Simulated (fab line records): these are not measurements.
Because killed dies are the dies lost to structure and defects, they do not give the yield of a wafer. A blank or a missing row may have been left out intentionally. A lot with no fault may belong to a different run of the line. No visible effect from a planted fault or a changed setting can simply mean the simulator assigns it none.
Struck lot and sound lot, side by side	flow sky130	14 out of 708 route steps
Sound: the wafers L502.2, L502.5, L502.6. Struck: wafers L498.3, L498.4, L498.5. The cause is named last.
Per side, at each step with rows, come the tool, then ch with its chambers, and then its first start. Under that, the readings that differ: sound wafers	struck wafers	difference of the means	sigmas: that difference in standard deviations of wafers without a fault.
alike: readings whose means differ by less than 2 such deviations, and words and numbers that are the same on both sides. not compared: withheld readings, readings that some wafer has no value for, bounds like >300 that may hide the same value, and numbers for which the record gives no deviation and whose values overlap.
A row with sigmas, a row that says differs or no value, or rows on one side alone: a step with any of these is where the two part. Numbers that have no deviation but don't overlap get no sigmas and don't part them. A reading that every wafer of one side lacks parts them only if that side has two wafers or more.

first, 3 steps without rows for these wafers: SKY_METAL3_CLEAN_21 (cleans in IPA, time 180 s); SKY_METAL3_CLEAN_22 (cleans in O3/DIW); SKY_VIA3_HDPCVD_00 (deposits SiO2, target thk 1635 nm, time 272.5 s).
SKY_VIA3_THK_MEAS_01:
  sound on filmMetro-03, day 42 21:06; struck on filmMetro-03, day 41 17:32
  alike: VIA3_HDPCVD_THK
SKY_VIA3_CMP_02: polishes SiO2.
  sound on cmp-02 ch 2,3, day 42 21:09; struck on cmp-02 ch 1,3, day 41 17:34
  alike: motorCurrentA, slurryFilterDpKPa
SKY_VIA3_BOW_MEAS_03:
  sound on filmMetro-02, day 42 21:28; struck on filmMetro-03, day 41 17:55
  alike: VIA3_BOW
then, 6 steps without rows for these wafers: SKY_VIA3_DEHYDRATE_04 (time 60 s); SKY_VIA3_HMDS_05 (prime time 60 s); SKY_VIA3_COAT_06 (resist thk 60 nm); SKY_VIA3_COAT_07 (resist thk 450 nm); SKY_VIA3_SOFTBAKE_08 (time 90 s); SKY_VIA3_EXPOSE_09 (exposes mask VIM3, target cd 200 nm).
SKY_VIA3_PEB_10:
  struck on lithoTrack-02, day 42 16:00; sound on lithoTrack-04 ch 0, day 43 19:00
reading	sound	struck	difference	sigmas
exhaustPa (Pa)	43.8 43.5 45.1	- - -	no value on the struck wafers	
  not compared: chillPlateTempC
then, 1 step without rows for these wafers: SKY_VIA3_DEVELOP_11 (develop time 60 s).

== WHERE THEY PART ==
SKY_VIA3_PEB_10 only, going by this record.

WHY: whatever the simulator had introduced
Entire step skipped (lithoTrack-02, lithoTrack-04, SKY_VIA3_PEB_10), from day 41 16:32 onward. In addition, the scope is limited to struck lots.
